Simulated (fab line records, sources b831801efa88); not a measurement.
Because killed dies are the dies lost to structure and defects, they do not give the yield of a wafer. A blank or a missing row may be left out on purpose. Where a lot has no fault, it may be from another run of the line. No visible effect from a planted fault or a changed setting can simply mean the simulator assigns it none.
Struck lot and sound lot, side by side / flow sky130 / 19 steps out of a route of 708
Sound: wafers L949.1, L949.3, L949.5. Struck: wafer L966.3 (left out: L966.2, L966.4 of the same lot, which were not struck); the cause appears at the end.
Per side, at each step with rows, come the tool, then ch with its chambers, and then its first start. Under that, the readings that differ: sound wafers / struck wafers / difference of the means / sigmas: that difference in standard deviations of wafers without a fault.
alike: a reading whose means differ by less than 2 such deviations, as well as words and numbers matching on both sides. not compared: withheld readings; readings where some wafer has no value; bounds like >300 that might hide an equal value; numbers whose values overlap and for which the record gives no deviation.
The two part at a step that has a row with sigmas, a row that says differs or no value, or rows on one side only. Numbers that have no deviation but don't overlap get no sigmas and don't part them. Lack of a reading on every wafer of one side parts them only where that side has two or more wafers.

first, 2 steps without rows for these wafers: SKY_PASSIVATION_PEB_09; SKY_PASSIVATION_DEVELOP_10 (develop time 60 s).
SKY_PASSIVATION_ETCH_11: etches the open film in CF4/O2, stops on AlCu, target depth 725 nm, time 161.1 s.
  sound on rie-diel-03 ch 0,1,3, day 44 18:31; struck on rie-diel-02 ch 2, day 49 11:04
reading=bias-w (W); sound=149.6 150.6 150.3; struck=148.9; difference=-1.3; sigmas=-3
reading=oes-product-au (a.u.); sound=0.984 0.986 0.985; struck=0.971; difference=-0.014; sigmas=-2
  alike: drypump-motor-current-A, throttle-valve-pct
  not compared: rf-hours-counter-h
SKY_PASSIVATION_STRIP_12: strips in O2/N2.
  sound on plasma-asher-04 ch 0,1, day 44 18:37; struck on plasma-asher-02 ch 1, day 49 11:10
  alike: drypump-motor-current-A, oes-product-au, strip-time-to-endpoint-s
  not compared: rf-hours-counter-h
then, 7 steps without rows for these wafers: SKY_PAD_OPEN_DEHYDRATE_00 (time 60 s); SKY_PAD_OPEN_HMDS_01 (prime time 60 s); SKY_PAD_OPEN_COAT_02 (resist thk 3000 nm); SKY_PAD_OPEN_SOFTBAKE_03; SKY_PAD_OPEN_EXPOSE_04 (exposes mask PDM, target cd 60000 nm); SKY_PAD_OPEN_PEB_05; SKY_PAD_OPEN_DEVELOP_06 (develop time 60 s).
SKY_PAD_OPEN_ETCH_07: etches the open film in CF4/O2, stops on AlCu, target depth 725 nm, time 161.1 s.
  sound on rie-diel-02 ch 1,2,3, day 45 16:07; struck on rie-diel-03 ch 0, day 50 03:43
  alike: bias-w, drypump-motor-current-A, oes-product-au, throttle-valve-pct
  not compared: rf-hours-counter-h
SKY_PAD_OPEN_STRIP_08: strips in O2/N2.
  sound on plasma-asher-02 ch 0, day 45 16:13; struck on plasma-asher-01 ch 0, day 50 03:49
  alike: drypump-motor-current-A, oes-product-au
  not compared: rf-hours-counter-h
then, 4 steps without rows for these wafers: SKY_PAD_OPEN_STRIP_09 (strips in post etch residue remover, time 1200 s); SKY_PAD_OPEN_CLEAN_10 (cleans in IPA, time 180 s); SKY_PAD_OPEN_CLEAN_11 (cleans in O3/DIW); SKY_PAD_OPEN_ANNEAL_12.
SKY_PAD_OPEN_BOW_MEAS_13:
  sound on film-metro-01, day 45 18:19; struck on film-metro-03, day 50 05:56
  alike: PAD_OPEN_BOW
SKY_PAD_OPEN_PROBE_99:
  sound on prober-02, day 45 18:26; struck on prober-02, day 50 06:08
reading=hold; sound=- - -; struck=await-dispo/0.7h/release; difference=no value on the sound wafers; sigmas=
reading=defect-limited-yield (%); sound=79.5 85.4 85.6; struck=76.2; difference=-7.3; sigmas=-4
reading=killed_at_M0_to_M3; sound=48 31 32; struck=50; difference=+13; sigmas=+2
reading=killed-at-other; sound=0 0 0; struck=30; difference=+30; sigmas=+67
reading=killed-dies; sound=101 72 71; struck=117; difference=+36; sigmas=+4
reading=sort_bin_5_function (%); sound=12.2 8.3 8.5; struck=14.4; difference=+4.7; sigmas=+3
reading=sort_bin_6_memory (%); sound=6.5 5.9 5.3; struck=7.9; difference=+2.0; sigmas=+2
reading=sort-n-pass; sound=391 420 421; struck=375; difference=-36; sigmas=-4
reading=sort-yield-pct (%); sound=79.5 85.4 85.6; struck=76.2; difference=-7.3; sigmas=-4
reading=model.etest.tester.sort-n-pass; sound=391 420 421; struck=375; difference=-36; sigmas=
reading=model.etest.tester.sort-yield-pct (%); sound=79.47 85.37 85.57; struck=76.22; difference=-7.25; sigmas=
reading=model.etest.tester.sort_bin_5_pct (%); sound=12.2 8.333 8.537; struck=14.43; difference=+4.74; sigmas=
  alike: killed_at_M4_up, killed-at-contacts, killed-at-front-end, killed-open, killed-short, sort_bin_3_pad_short
  not compared: model.etest.tester.sort_bin_3_pct

## WHERE THEY PART
Earliest at SKY_PASSIVATION_ETCH_11; latest, in this record, at SKY_PAD_OPEN_PROBE_99.

WHY: what the simulator had put in
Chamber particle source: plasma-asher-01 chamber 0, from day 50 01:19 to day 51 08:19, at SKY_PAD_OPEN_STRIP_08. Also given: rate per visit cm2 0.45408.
